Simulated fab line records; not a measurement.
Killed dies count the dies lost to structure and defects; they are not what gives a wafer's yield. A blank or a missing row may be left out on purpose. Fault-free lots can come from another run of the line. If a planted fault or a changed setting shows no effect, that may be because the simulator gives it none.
fab line records	flow sfqLine
record lots=6	wafers=18	lastDay=94
route steps=325 shown I6@270 M7@281 I7@296 M8@311
lots that met no fault: from a run of the same line without faults
startH: hours from the record's opening day to when the first of the lot's shown wafers began	waitH: time in hours since the lot's previous step	" unchanged from the row above	L1.1+2: one row covering several wafers at once	- either no value or no given start	* or withheld: withheld	< > ~ a bound
route shown NAME@n: a module of which the file shows steps, and the number in the route of the first	usual: the fault-free wafers' mean and standard deviation	same: alike in all rows	chamber/n: place in a boat	sites: readings site by site	_std_site: standard deviation across them	_edge_site: the outer-site mean with the inner-site mean subtracted	radiusMm: how far each site lies from the wafer's centre	mask NAME#n: copy n	behind: the tool/chamber that last shaped the wafer	hold: cause of the lot's hold/its duration in hours/its outcome	device: the transistor (n, p or np) that didn't switch	end of line: the route-end tests of the same wafers	step lacking rows: just its recipe	killed: not the wafer's yield, but the dies lost to structure and defects at the first sort	map: a wafer's dies, marking killed ones x, the rest . and places with no die _
set.NAME: the setting as run; set.NAME@STEP: as run at that earlier step	model.NAME: the simulator's own value behind a step, which no gauge read
a table for each step, a row for each wafer; lots at some steps of the route
services: from which hour (startH, from the record's first day; less than 0 if before it) a tool's chamber was out of use, for how many hours, and why
## steps
# step SFQ_TRILAYER_I6_VIA_LITHO_COAT_174
# recipe resist=BARC	spinRpm=3000	resistThkNm=62
# step SFQ_TRILAYER_I6_VIA_LITHO_COAT_169
# recipe resist=KrF	spinRpm=3000	resistThkNm=650
# step SFQ_TRILAYER_I6_VIA_LITHO_SOFTBAKE_173
# recipe tempC=withheld	timeS=withheld	resist=KrF
# step SFQ_TRILAYER_I6_VIA_LITHO_EXPOSE_170
# recipe maskId=I6	na=0.6	sourceShape=conventional	sigmaOuter=0.65	targetCdNm=700	doseMj=21.3
# step SFQ_TRILAYER_I6_VIA_LITHO_PEB_172
# recipe pebTempC=115	pebTimeS=60	resist=KrF
# step SFQ_TRILAYER_I6_VIA_LITHO_DEVELOP_171
# recipe timeS=60	resist=KrF
# step SFQ_I6_OVL_MEAS_942
# usual I6_OVL=-8/5.5
lot.wafer	tool	chamber	startH	waitH	I6_OVL[nm]
L604.2	overlay-01	-	1786.11	0.1	-11
L604.3	"	-	"	"	-10
L604.6	"	-	"	"	-6
L610.2	overlay-02	-	1935.88	0.1	-6
L610.3	"	-	"	"	-5
L610.6	"	-	"	"	-3
L612.1	overlay-01	-	1953.87	0.1	-18
L612.2	"	-	"	"	-14
L612.6	"	-	"	"	-8
L619.1	overlay-01	-	1990.62	0.1	-12
L619.5	"	-	"	"	-4
L619.6	"	-	"	"	-7
L620.2	overlay-01	-	1993.03	0.1	-17
L620.3	"	-	"	"	-9
L620.4	"	-	"	"	-13
L623.1	overlay-01	-	2018.27	0.1	-15
L623.5	"	-	"	"	-17
L623.6	"	-	"	"	-19
# step SFQ_TRILAYER_I6_VIA_BARC_OPEN_VIA_ETCH_235
# recipe maskMaterial=PR	chemistry=O2	targetDepthNm=125	target=BARC	sourceW=500	biasW=80	pressureMtorr=30	timeS=41.7
# step SFQ_TRILAYER_I6_VIA_ETCH_VIA_ETCH_172
# recipe target=SiO2	stopOn=Nb	maskMaterial=PR	taperDeg=20	chemistry=CHF3	targetDepthNm=260	sourceW=500	biasW=80	pressureMtorr=30	timeS=withheld
# step SFQ_TRILAYER_I6_VIA_STRIP_STRIP_173
# recipe gas=O2	powerW=200	platenTempC=40	overashFraction=0.65	chemistry=O2	pressureMtorr=50
# step SFQ_TRILAYER_I6_VIA_STRIP_SOLV_CLEAN_174
# recipe chemistry=NMP	tempC=70	timeS=600
# step SFQ_TRILAYER_M7_DEP_PRE_CLEAN_176
# recipe gas=Ar	timeS=22.5	biasV=250
# step SFQ_TRILAYER_M7_DEP_SPUTTER_175
# recipe material=Nb	basePressurePa=1.33e-06	chamberPressurePa=0.1333	substrateTempC=20	targetThkNm=200	powerW=2000	timeS=133.3
# usual throttleValvePct=30.0/1.3
lot.wafer	tool	chamber	startH	waitH	throttleValvePct	model.Nb_of_TRILAYER_M7_DEP_SPUTTER_175.thkNm
L604.2	pvdSputter-04	-	1787.10	0.0	30.8	198.6
L604.3	"	-	"	"	31.0	200.5
L604.6	"	-	"	"	31.2	197.5
L610.2	pvdSputter-04	-	1937.07	0.0	31.2	150.3
L610.3	"	-	"	"	30.8	201.1
L610.6	"	-	"	"	30.6	201.4
L612.1	pvdSputter-04	-	1955.08	0.0	31.3	201.4
L612.2	"	-	"	"	31.6	150
L612.6	"	-	"	"	31.1	201.5
L619.1	pvdSputter-03	-	1991.62	0.0	28.6	199.3
L619.5	"	-	"	"	29.5	201.6
L619.6	"	-	"	"	30.4	202
L620.2	pvdSputter-06	-	1994.02	0.0	30.2	197.5
L620.3	"	-	"	"	29.3	198
L620.4	"	-	"	"	26.8	199.3
L623.1	pvdSputter-04	-	2019.28	0.0	31.1	201.6
L623.5	"	-	"	"	30.9	202.3
L623.6	"	-	"	"	31.6	201.7
# step SFQ_M7_RS_MEAS_943
# recipe thkMeasGauge=four-point-probe	reads=Nb_of_TRILAYER_M7_DEP_SPUTTER_175
# usual M7_NB_RS=0.888/0.0085
lot.wafer	tool	chamber	startH	waitH	M7_NB_RS[ohm/sq]
L604.2	filmMetro-04	-	1787.21	0.1	0.899
L604.3	"	-	"	"	0.887
L604.6	"	-	"	"	0.902
L610.2	filmMetro-01	-	1937.18	0.1	1.189
L610.3	"	-	"	"	0.883
L610.6	"	-	"	"	0.883
L612.1	filmMetro-01	-	1955.17	0.0	0.882
L612.2	"	-	"	"	1.191
L612.6	"	-	"	"	0.882
L619.1	filmMetro-01	-	1991.71	0.0	0.891
L619.5	"	-	"	"	0.881
L619.6	"	-	"	"	0.881
L620.2	filmMetro-02	-	1994.13	0.1	0.903
L620.3	"	-	"	"	0.901
L620.4	"	-	"	"	0.893
L623.1	filmMetro-01	-	2019.37	0.0	0.882
L623.5	"	-	"	"	0.879
L623.6	"	-	"	"	0.882
# step SFQ_TRILAYER_M7_LITHO_COAT_182
# recipe resist=BARC	spinRpm=3000	resistThkNm=62
# step SFQ_TRILAYER_M7_LITHO_COAT_177
# recipe resist=KrF	spinRpm=3000	resistThkNm=600
# step SFQ_TRILAYER_M7_LITHO_SOFTBAKE_181
# recipe tempC=withheld	timeS=withheld	resist=KrF
# step SFQ_TRILAYER_M7_LITHO_EXPOSE_178
# recipe maskId=M7	na=0.6	sourceShape=conventional	sigmaOuter=0.65	targetCdNm=500	doseMj=14.4
# step SFQ_TRILAYER_M7_LITHO_PEB_180
# recipe pebTempC=115	pebTimeS=60	resist=KrF
# step SFQ_TRILAYER_M7_LITHO_DEVELOP_179
# recipe timeS=60	resist=KrF
# step SFQ_M7_OVL_MEAS_945
# usual M7_OVL=3/6.4
lot.wafer	tool	chamber	startH	waitH	M7_OVL[nm]
L604.2	overlay-01	-	1796.46	0.1	-6
L604.3	"	-	"	"	0
L604.6	"	-	"	"	0
L610.2	overlay-02	-	2015.63	0.1	-9
L610.3	"	-	"	"	2
L610.6	"	-	"	"	-1
L612.1	overlay-01	-	2029.42	0.1	4
L612.2	"	-	"	"	10
L612.6	"	-	"	"	11
L619.1	overlay-01	-	2060.17	0.1	9
L619.5	"	-	"	"	11
L619.6	"	-	"	"	7
L620.2	overlay-01	-	2063.78	0.1	6
L620.3	"	-	"	"	7
L620.4	"	-	"	"	1
L623.1	overlay-02	-	2091.15	0.1	-5
L623.5	"	-	"	"	3
L623.6	"	-	"	"	3
# step SFQ_TRILAYER_M7_BARC_OPEN_METAL_ETCH_229
# recipe maskMaterial=PR	chemistry=O2	targetDepthNm=125	target=BARC	icpW=600	biasW=80	pressureMtorr=10	timeS=41.7
# usual drypumpMotorCurrentA=5.6/0.34	oesProductAu=0.686/0.0047
lot.wafer	tool	chamber	startH	waitH	drypumpMotorCurrentA	oesProductAu	rfHoursCounterH
L604.2	rieMetal-02	0	1796.49	0.0	5.4	0.686	100
L604.3	"	0	"	"	5.4	0.684	-
L604.6	"	1	"	"	6.2	0.691	-
L610.2	rieMetal-03	0	2015.66	0.0	5.4	0.693	109
L610.3	"	0	"	"	5.4	0.695	-
L610.6	"	0	"	"	5.4	0.688	-
L612.1	rieMetal-01	0	2029.46	0.0	5.9	0.680	7
L612.2	"	1	"	"	5.5	0.685	19
L612.6	"	0	"	"	5.9	0.683	-
L619.1	rieMetal-02	0	2060.21	0.0	5.4	0.682	143
L619.5	"	1	"	"	6.2	0.683	-
L619.6	"	0	"	"	5.4	0.683	-
L620.2	rieMetal-01	0	2063.81	0.0	5.9	0.687	13
L620.3	"	0	"	"	5.9	0.682	-
L620.4	"	1	"	"	5.5	0.681	-
L623.1	rieMetal-03	1	2091.19	0.0	5.3	0.678	105
L623.5	"	1	"	"	5.3	0.695	-
L623.6	"	0	"	"	5.4	0.682	-
# step SFQ_TRILAYER_M7_ETCH_METAL_ETCH_180
# recipe target=Nb	stopOn=SiO2	maskMaterial=PR	chemistry=Cl2/Ar	targetDepthNm=240	icpW=600	biasW=80	pressureMtorr=10	timeS=120
# usual drypumpMotorCurrentA=5.6/0.35	oesProductAu=0.895/0.0065
lot.wafer	tool	chamber	startH	waitH	drypumpMotorCurrentA	oesProductAu	rfHoursCounterH
L604.2	rieMetal-02	0	1796.55	0.0	5.4	0.892	100
L604.3	"	0	"	"	5.4	0.889	-
L604.6	"	1	"	"	6.2	0.887	-
L610.2	rieMetal-03	0	2015.72	0.0	5.4	0.756	109
L610.3	"	0	"	"	5.4	0.899	-
L610.6	"	0	"	"	5.3	0.904	-
L612.1	rieMetal-01	0	2029.52	0.0	5.9	0.896	7
L612.2	"	1	"	"	5.4	0.772	19
L612.6	"	0	"	"	5.9	0.896	-
L619.1	rieMetal-02	0	2060.27	0.0	5.4	0.889	144
L619.5	"	1	"	"	6.2	0.901	-
L619.6	"	0	"	"	5.4	0.902	-
L620.2	rieMetal-01	0	2063.87	0.0	5.9	0.891	13
L620.3	"	0	"	"	5.9	0.887	-
L620.4	"	1	"	"	5.4	0.894	-
L623.1	rieMetal-03	1	2091.27	0.1	5.3	0.899	105
L623.5	"	1	"	"	5.3	0.906	-
L623.6	"	0	"	"	5.4	0.901	-
# step SFQ_TRILAYER_M7_STRIP_STRIP_181
# recipe gas=O2	powerW=200	platenTempC=40	overashFraction=0.65	chemistry=O2	pressureMtorr=50
# usual drypumpMotorCurrentA=5.6/0.35	oesProductAu=0.999/0.009	platenTempC=40.00/0.11
lot.wafer	tool	chamber	startH	waitH	drypumpMotorCurrentA	oesProductAu	platenTempC	rfHoursCounterH
L604.2	rieMetal-02	0	1796.67	0.1	5.4	0.980	40.16	100
L604.3	"	0	"	"	5.4	0.987	39.98	-
L604.6	"	1	"	"	6.2	0.992	39.99	-
L610.2	rieMetal-03	0	2015.85	0.1	5.4	1.003	39.99	109
L610.3	"	0	"	"	5.4	1.004	40.05	-
L610.6	"	0	"	"	5.3	1.003	40.14	-
L612.1	rieMetal-01	0	2029.65	0.1	5.8	0.986	40.06	8
L612.2	"	1	"	"	5.4	1.005	40.00	19
L612.6	"	0	"	"	5.8	0.997	39.99	-
L619.1	rieMetal-02	0	2060.40	0.1	5.4	0.997	40.15	144
L619.5	"	1	"	"	6.2	1.000	40.22	-
L619.6	"	0	"	"	5.4	0.991	40.13	-
L620.2	rieMetal-01	0	2064.00	0.1	5.9	0.990	39.90	13
L620.3	"	0	"	"	5.9	0.991	40.06	-
L620.4	"	1	"	"	5.5	1.014	39.92	-
L623.1	rieMetal-03	1	2091.44	0.1	5.3	1.006	40.04	106
L623.5	"	1	"	"	5.3	0.997	39.94	-
L623.6	"	0	"	"	5.3	0.987	39.94	-
# step SFQ_TRILAYER_M7_STRIP_SOLV_CLEAN_182
# recipe chemistry=NMP	tempC=70	timeS=600
# step SFQ_TRILAYER_I7_DEP_PECVD_183
# recipe material=SiO2	tempC=150	timeS=111.11	pressureTorr=2.4	rfW=183.3	precursor=SiH4/N2O	targetThkNm=500
# usual heaterPowerW=80/11	throttleValvePct=24.4/1.5
lot.wafer	tool	chamber	startH	waitH	heaterPowerW	throttleValvePct
L604.2	pecvd-01	0	1797.45	0.0	68	27.5
L604.3	"	1	"	"	78	24.0
L604.6	"	0	"	"	72	28.0
L610.2	pecvd-01	2	2016.62	0.0	81	26.0
L610.3	"	0	"	"	63	27.6
L610.6	"	2	"	"	83	26.0
L612.1	pecvd-04	1	2030.60	0.0	101	23.7
L612.2	"	0	"	"	80	23.7
L612.6	"	0	"	"	83	23.4
L619.1	pecvd-04	1	2061.19	0.0	96	23.9
L619.5	"	2	"	"	73	23.8
L619.6	"	0	"	"	74	23.4
L620.2	pecvd-04	0	2064.77	0.0	89	23.4
L620.3	"	1	"	"	95	24.1
L620.4	"	1	"	"	98	23.7
L623.1	pecvd-01	2	2092.41	0.0	79	24.1
L623.5	"	1	"	"	60	21.5
L623.6	"	0	"	"	77	22.7
# step SFQ_TRILAYER_I7_CMP_CMP_184
# recipe material=SiO2	downForcePsi=3	platenRpm=60	padVelocityMS=0.94248
# step SFQ_I7_BOW_MEAS_946
# recipe mode=bow
# usual I7_BOW=7/12
lot.wafer	tool	chamber	startH	waitH	I7_BOW[um]
L604.2	filmMetro-03	-	1800.55	2.5	8
L604.3	"	-	"	"	12
L604.6	"	-	"	"	7
L610.2	filmMetro-03	-	2027.16	2.5	19
L610.3	"	-	"	"	18
L610.6	"	-	"	"	5
L612.1	filmMetro-03	-	2037.28	1.0	16
L612.2	"	-	"	"	-7
L612.6	"	-	"	"	8
L619.1	filmMetro-04	-	2066.14	2.0	11
L619.5	"	-	"	"	0
L619.6	"	-	"	"	6
L620.2	filmMetro-02	-	2069.16	1.5	3
L620.3	"	-	"	"	10
L620.4	"	-	"	"	24
L623.1	filmMetro-02	-	2103.83	2.0	14
L623.5	"	-	"	"	22
L623.6	"	-	"	"	16
# step SFQ_TRILAYER_I7_METRO_MEASURE_185
# step SFQ_TRILAYER_I7_VIA_LITHO_COAT_192
# recipe resist=BARC	spinRpm=3000	resistThkNm=62
# step SFQ_TRILAYER_I7_VIA_LITHO_COAT_187
# recipe resist=KrF	spinRpm=3000	resistThkNm=650
# step SFQ_TRILAYER_I7_VIA_LITHO_SOFTBAKE_191
# recipe tempC=withheld	timeS=withheld	resist=KrF
# step SFQ_TRILAYER_I7_VIA_LITHO_EXPOSE_188
# recipe maskId=I7	na=0.6	sourceShape=conventional	sigmaOuter=0.65	targetCdNm=1000	doseMj=21.3
# step SFQ_TRILAYER_I7_VIA_LITHO_PEB_190
# recipe pebTempC=115	pebTimeS=60	resist=KrF
# step SFQ_TRILAYER_I7_VIA_LITHO_DEVELOP_189
# recipe timeS=60	resist=KrF
# step SFQ_I7_OVL_MEAS_947
# usual I7_OVL=1/6
lot.wafer	tool	chamber	startH	waitH	I7_OVL[nm]
L604.2	overlay-02	-	1889.78	0.1	9
L604.3	"	-	"	"	11
L604.6	"	-	"	"	7
L610.2	overlay-01	-	2103.16	0.1	10
L610.3	"	-	"	"	-2
L610.6	"	-	"	"	7
L612.1	overlay-02	-	2116.35	0.1	-8
L612.2	"	-	"	"	-8
L612.6	"	-	"	"	-4
L619.1	overlay-01	-	2150.24	0.1	3
L619.5	"	-	"	"	-4
L619.6	"	-	"	"	5
L620.2	overlay-01	-	2155.05	0.1	-1
L620.3	"	-	"	"	-8
L620.4	"	-	"	"	-5
L623.1	overlay-01	-	2185.04	0.1	0
L623.5	"	-	"	"	3
L623.6	"	-	"	"	3
# step SFQ_TRILAYER_I7_VIA_BARC_OPEN_VIA_ETCH_260
# recipe maskMaterial=PR	chemistry=O2	targetDepthNm=125	target=BARC	sourceW=500	biasW=80	pressureMtorr=30	timeS=41.7
# step SFQ_TRILAYER_I7_VIA_ETCH_VIA_ETCH_190
# recipe target=SiO2	stopOn=Nb	maskMaterial=PR	taperDeg=20	chemistry=CHF3	targetDepthNm=260	sourceW=500	biasW=80	pressureMtorr=30	timeS=withheld
# usual drypumpMotorCurrentA=5.65/0.28	oesProductAu=0.855/0.0056
lot.wafer	tool	chamber	startH	waitH	drypumpMotorCurrentA	oesProductAu
L604.2	rieDiel-03	2	1889.85	0.0	5.54	0.859
L604.3	"	1	"	"	5.74	0.859
L604.6	"	2	"	"	5.55	0.858
L610.2	rieDiel-03	3	2103.23	0.0	5.92	0.856
L610.3	"	1	"	"	5.72	0.853
L610.6	"	2	"	"	5.53	0.852
L612.1	rieDiel-02	3	2116.43	0.0	6.03	0.868
L612.2	"	2	"	"	5.12	0.861
L612.6	"	0	"	"	5.63	0.848
L619.1	rieDiel-03	0	2150.32	0.0	5.65	0.855
L619.5	"	3	"	"	5.91	0.858
L619.6	"	2	"	"	5.52	0.852
L620.2	rieDiel-02	0	2155.12	0.0	5.61	0.855
L620.3	"	1	"	"	5.92	0.857
L620.4	"	2	"	"	5.11	0.866
L623.1	rieDiel-01	2	2185.12	0.0	6.08	0.856
L623.5	"	1	"	"	5.28	0.860
L623.6	"	0	"	"	5.37	0.860
# step SFQ_TRILAYER_I7_VIA_STRIP_STRIP_191
# recipe gas=O2	powerW=200	platenTempC=40	overashFraction=0.65	chemistry=O2	pressureMtorr=50
# usual drypumpMotorCurrentA=5.7/0.37	oesProductAu=1.003/0.0096	platenTempC=40.00/0.11
lot.wafer	tool	chamber	startH	waitH	drypumpMotorCurrentA	oesProductAu	platenTempC	rfHoursCounterH
L604.2	rieMetal-04	0	1889.96	-	6.2	1.003	40.03	125
L604.3	"	0	"	"	6.2	1.007	39.86	-
L604.6	"	1	"	"	6.1	1.009	39.95	-
L610.2	rieMetal-04	1	2103.34	-	6.1	1.009	40.02	54
L610.3	"	1	"	"	6.1	1.009	40.09	-
L610.6	"	0	"	"	6.2	1.015	39.99	-
L612.1	rieMetal-03	1	2116.54	-	5.3	0.984	39.91	108
L612.2	"	0	"	"	5.3	0.985	40.01	124
L612.6	"	0	"	"	5.4	0.996	40.12	-
L619.1	rieMetal-04	0	2150.43	-	6.2	1.004	40.11	26
L619.5	"	0	"	"	6.2	1.009	40.03	-
L619.6	"	1	"	"	6.1	1.001	40.28	-
L620.2	rieMetal-01	1	2155.23	-	5.5	1.010	40.02	37
L620.3	"	0	"	"	5.9	1.001	40.10	-
L620.4	"	1	"	"	5.5	1.014	40.02	-
L623.1	rieMetal-01	1	2185.23	-	5.4	1.007	39.91	39
L623.5	"	1	"	"	5.5	1.005	39.87	-
L623.6	"	0	"	"	5.9	1.006	39.91	-
# step SFQ_TRILAYER_I7_VIA_STRIP_SOLV_CLEAN_192
# recipe chemistry=NMP	tempC=70	timeS=600
# step SFQ_TRILAYER_M8_LITHO_LOR_COAT_197
# recipe resist=lift-off	spinRpm=3000
# step SFQ_M8_BOW_MEAS_951
# recipe mode=bow
# usual M8_BOW=8/12
lot.wafer	tool	chamber	startH	waitH	M8_BOW[um]	model.etest.m7.ohmUm	model.etest.i6.linkOhm	model.etest.i7.linkOhm	model.etest.m7.ohmSq
L604.2	filmMetro-03	-	1989.17	0.0	10	1.801	1.889	1.056	0.8964
L604.3	"	-	"	"	14	1.779	1.872	1.046	0.8877
L604.6	"	-	"	"	7	1.798	1.869	1.06	0.9013
L610.2	filmMetro-03	-	2108.06	0.0	19	2.369	2.183	1.341	1.184
L610.3	"	-	"	"	20	1.773	1.858	1.044	0.8849
L610.6	"	-	"	"	6	1.772	1.862	1.042	0.8836
L612.1	filmMetro-01	-	2122.22	0.0	17	1.762	1.871	1.042	0.8836
L612.2	"	-	"	"	-7	2.357	2.204	1.345	1.187
L612.6	"	-	"	"	9	1.767	1.866	1.039	0.8833
L619.1	filmMetro-04	-	2218.99	0.0	13	1.792	1.881	1.054	0.8929
L619.5	"	-	"	"	2	1.754	1.884	1.041	0.8827
L619.6	"	-	"	"	8	1.769	1.865	1.042	0.8811
L620.2	filmMetro-04	-	2225.44	0.0	3	1.802	1.869	1.063	0.9011
L620.3	"	-	"	"	12	1.795	1.876	1.061	0.899
L620.4	"	-	"	"	25	1.777	1.865	1.054	0.8933
L623.1	filmMetro-03	-	2267.83	0.0	14	1.751	1.859	1.042	0.8828
L623.5	"	-	"	"	23	1.748	1.866	1.039	0.88
L623.6	"	-	"	"	16	1.765	1.867	1.042	0.8825
## services
tool	chamber	startH	hours	kind
rieDiel-03	0	1769.48	28.8	repair
rieDiel-03	2	1781.72	13.5	repair
rieDiel-03	3	1782.74	8.1	repair
pecvd-04	-	1803.80	0.2	repair
rieDiel-03	-	1819.68	0.7	repair
rieDiel-03	-	1832.58	1.0	repair
pecvd-04	-	1860.44	1.1	repair
pvdSputter-04	-	1865.09	2.7	repair
rieDiel-03	2	1894.72	13.3	repair
pvdSputter-04	-	1945.80	2.1	repair
rieDiel-03	2	1966.91	16.5	repair
pecvd-01	0	1973.50	3.5	repair
rieMetal-01	-	1979.37	2.8	pm
rieMetal-03	1	2006.65	2.2	repair
rieMetal-04	-	2010.27	0.1	repair
pecvd-04	1	2045.83	2.4	repair
pecvd-01	-	2055.75	14.0	pm
rieDiel-03	1	2056.61	4.1	repair
rieMetal-02	-	2067.98	1.4	repair
pecvd-04	2	2069.58	9.5	repair
pecvd-04	-	2071.04	2.2	repair
pvdSputter-04	-	2071.67	2.7	repair
rieMetal-02	-	2137.86	28.1	pm
rieMetal-02	-	2165.96	2.8	pm
## key
firstSign step=SFQ_M7_RS_MEAS_943	reading=M7_NB_RS	direction=up	sigmas=35	usual=0.888	struck=1.190
effect step=SFQ_TRILAYER_M7_ETCH_METAL_ETCH_180	reading=oesProductAu	direction=down	sigmas=20	usual=0.895	struck=0.764
modelEffect step=SFQ_TRILAYER_M7_DEP_SPUTTER_175	value=Nb_of_TRILAYER_M7_DEP_SPUTTER_175.thkNm	without=199.5	struck=150.2
modelEffect step=SFQ_M8_BOW_MEAS_951	value=etest.m7.ohmUm	without=1.779	struck=2.363
metAt SFQ_TRILAYER_M7_DEP_SPUTTER_175
struckWafers L610.2,L612.2
onsetBetween 1787.10 1937.07
fault kind=processParameterDrift	tool=pvdSputter-04	chamber=-	onsetH=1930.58	steps=SFQ_TRILAYER_M7_DEP_SPUTTER_175	channel=targetThkNm	offset=-49.302	shape=step	endH=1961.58	scope=struckWafersOnly	actsIn=theseRecipesOnly	stated=200
